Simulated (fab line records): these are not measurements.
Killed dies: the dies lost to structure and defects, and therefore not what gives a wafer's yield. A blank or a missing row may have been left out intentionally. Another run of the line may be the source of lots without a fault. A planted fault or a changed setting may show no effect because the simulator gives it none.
Which tool was responsible? | flow gf180mcu | Sampling: 13 lots, 39 wafers, 6 of 602 route steps

WHAT THE GAUGES READ, wafer by wafer
GF_DNWELL_TW_MEAS_09.
lot  | measured    | on            | DNWELL_TW
L973 | day 2 22:25 | film_metro-02 | 1352 1355 1359
L975 | day 3 04:23 | film_metro-02 | 1356 1351 1357
L978 | day 4 00:41 | film_metro-03 | 1365 1365 1361
L980 | day 4 11:11 | film_metro-03 | 1364 1358 1352
L981 | day 4 14:19 | film_metro-02 | 1343 1345 1347
L982 | day 4 19:22 | film_metro-02 | 1349 1349 1346
L983 | day 4 23:58 | film_metro-02 | 1344 1353 1351
L984 | day 5 05:43 | film_metro-03 | 1347 1346 1349
L985 | day 5 10:28 | film_metro-01 | 1344 1340 1338
L986 | day 5 14:45 | film_metro-03 | 1355 1352 1361
L987 | day 5 21:07 | film_metro-02 | 1347 1352 1339
L988 | day 6 03:01 | film_metro-01 | 1356 1357 1365
L996 | day 8 01:58 | film_metro-03 | 1366 1361 1362

GF_NWELL_TW_MEAS_11.
lot  | measured    | on            | NWELL_TW
L973 | day 3 11:04 | film_metro-01 | 1562 1565 1565
L975 | day 3 16:59 | film_metro-01 | 1563 1557 1559
L978 | day 4 14:17 | film_metro-01 | 1577 1582 1577
L980 | day 5 01:19 | film_metro-02 | 1579 1577 1576
L981 | day 5 05:03 | film_metro-01 | 1565 1564 1563
L982 | day 5 09:37 | film_metro-04 | 1602 1597 1603
L983 | day 5 14:17 | film_metro-01 | 1574 1568 1571
L984 | day 5 20:40 | film_metro-02 | 1646 1647 1634
L985 | day 6 02:02 | film_metro-04 | 1583 1582 1577
L986 | day 6 05:41 | film_metro-01 | 1579 1574 1569
L987 | day 6 12:11 | film_metro-01 | 1643 1639 1640
L988 | day 6 18:29 | film_metro-02 | 1665 1657 1661
L996 | day 8 18:48 | film_metro-04 | 1598 1599 1589

GF_MVPSD_OVL_MEAS_07.
lot  | measured     | on         | MVPSD_OVL (nm)
L973 | day 5 03:28  | overlay-02 | -1.5 -2.3 -1.4
L975 | day 5 08:23  | overlay-01 | 0.2 1.0 -0.2
L978 | day 6 09:48  | overlay-01 | 0.2 -0.5 -0.1
L980 | day 6 21:19  | overlay-01 | -1.4 -1.7 -1.3
L981 | day 7 00:46  | overlay-01 | 0.3 -1.0 -1.1
L982 | day 7 05:23  | overlay-02 | 0.0 0.6 1.1
L983 | day 7 11:41  | overlay-02 | -0.6 -0.4 -0.3
L984 | day 7 17:22  | overlay-01 | 1.5 -0.3 1.5
L985 | day 7 22:49  | overlay-01 | -0.2 -0.1 -2.3
L986 | day 8 04:43  | overlay-01 | -1.6 -2.1 -2.5
L987 | day 8 10:38  | overlay-01 | -0.2 0.0 -0.7
L988 | day 8 15:49  | overlay-01 | 0.4 0.3 1.2
L996 | day 10 23:34 | overlay-01 | -0.7 -1.5 -2.6

GF_MVPSD_TW_MEAS_11.
lot  | measured     | on            | MVPSD_TW
L973 | day 5 03:54  | film_metro-01 | 552 555 551
L975 | day 5 08:49  | film_metro-04 | 563 562 562
L978 | day 6 10:14  | film_metro-01 | 552 550 552
L980 | day 6 21:46  | film_metro-01 | 553 555 555
L981 | day 7 01:13  | film_metro-01 | 551 549 553
L982 | day 7 05:50  | film_metro-02 | 556 555 555
L983 | day 7 12:08  | film_metro-02 | 553 552 553
L984 | day 7 17:49  | film_metro-04 | 559 559 557
L985 | day 7 23:16  | film_metro-04 | 558 561 561
L986 | day 8 05:10  | film_metro-02 | 553 554 553
L987 | day 8 11:05  | film_metro-01 | 556 551 550
L988 | day 8 16:19  | film_metro-01 | 550 553 550
L996 | day 11 00:00 | film_metro-01 | 551 551 553

GF_VT_IMPLANT_RS_MEAS_47: the measuring method here is four-point-probe.
lot  | measured     | on            | NWELL_RS (ohm/sq)
L973 | day 7 15:20  | film_metro-02 | 488.5 489.2 489.1
L975 | day 7 21:18  | film_metro-04 | 486.8 486.4 486.3
L978 | day 9 01:04  | film_metro-01 | 487.7 486.5 486.4
L980 | day 9 15:30  | film_metro-01 | 484.1 486.2 485.5
L981 | day 9 17:46  | film_metro-01 | 489.7 487.5 488.5
L982 | day 10 00:41 | film_metro-01 | 485.4 484.9 484.7
L983 | day 10 07:59 | film_metro-01 | 488.0 486.7 486.9
L984 | day 10 13:17 | film_metro-01 | 429.8 428.9 430.4
L985 | day 10 19:01 | film_metro-02 | 490.4 489.8 491.5
L986 | day 11 03:10 | film_metro-02 | 488.0 487.9 488.5
L987 | day 11 09:55 | film_metro-04 | 430.4 430.2 429.2
L988 | day 11 14:54 | film_metro-04 | 429.3 429.1 429.0
L996 | day 14 06:15 | film_metro-02 | 488.4 487.8 489.0

WHICH TOOL RAN EACH LOT (tool, then ch and the chambers of the sampled wafers, then the start)
lot  | GF_NWELL_IMPLANT_09
L973 | implanter-02 ch 0, day 3 10:49
L975 | implanter-02 ch 0, day 3 16:46
L978 | implanter-04 ch 0, day 4 14:02
L980 | implanter-02 ch 0, day 5 01:06
L981 | implanter-02 ch 0, day 5 04:50
L982 | implanter-02 ch 0, day 5 09:22
L983 | implanter-02 ch 0, day 5 14:02
L984 | implanter-04 ch 0, day 5 20:06
L985 | implanter-04 ch 0, day 6 01:48
L986 | implanter-04 ch 0, day 6 05:26
L987 | implanter-02 ch 0, day 6 11:34
L988 | implanter-01 ch 0, day 6 17:56
L996 | implanter-01 ch 0, day 8 18:33
- GF_NWELL_IMPLANT_09

AS READ BY THE TOOLS THEMSELVES (means over the sampled wafers that have a number; for cases with no such wafer, the mark the record gives instead)
GF_NWELL_IMPLANT_09.
lot  | tool         | beam_on_s (s) | dose_ions_cm2
L973 | implanter-02 | 10.13         | 4.002e+12
L975 | implanter-02 | 10.20         | 4.001e+12
L978 | implanter-04 | 10.06         | 4.000e+12
L980 | implanter-02 | 9.92          | 3.999e+12
L981 | implanter-02 | 9.99          | 3.998e+12
L982 | implanter-02 | 9.86          | 3.997e+12
L983 | implanter-02 | 9.79          | 3.999e+12
L984 | implanter-04 | 10.00         | 3.999e+12
L985 | implanter-04 | 9.84          | 3.994e+12
L986 | implanter-04 | 10.00         | 3.996e+12
L987 | implanter-02 | 10.09         | 3.999e+12
L988 | implanter-01 | 10.09         | 4.003e+12
L996 | implanter-01 | 9.75          | 3.995e+12

THE ANSWER, worked out from the rows above alone
Rule: the usual values come from the lots themselves. Put in order of their means at a reading, lots are off if they are a third of the lots or fewer, leave a main group of 4 or more, and stand apart from it by a gap of 3 or more times the standard deviation of the main group's means; of several such gaps the widest counts. If all means in a main group match to the digits the tables above print for the reading, that group is not used. A lot without any number at a reading at which 4 lots or more have one is off too. All remaining lots with rows at the step are treated as sound. After the gauges, taken in route order, come the tools' own readings; for these a lot's mean is taken, as printed above. The first step at which some lot is off is used, and at that step the reading that is off furthest; a lot without a number counts as furthest.
Off: at GF_NWELL_TW_MEAS_11 (NWELL_TW), L984, L987, L988. The main group: mean 1577, standard deviation 13.
If a tool, at a process step before that reading, ran all the lots that are off and no sound lot after the first of them, it fits. Gauges at GF_NWELL_TW_MEAS_11: tried the same way as those tools. Of those tried, none fits.

WHAT THE SIMULATOR HAD INSERTED
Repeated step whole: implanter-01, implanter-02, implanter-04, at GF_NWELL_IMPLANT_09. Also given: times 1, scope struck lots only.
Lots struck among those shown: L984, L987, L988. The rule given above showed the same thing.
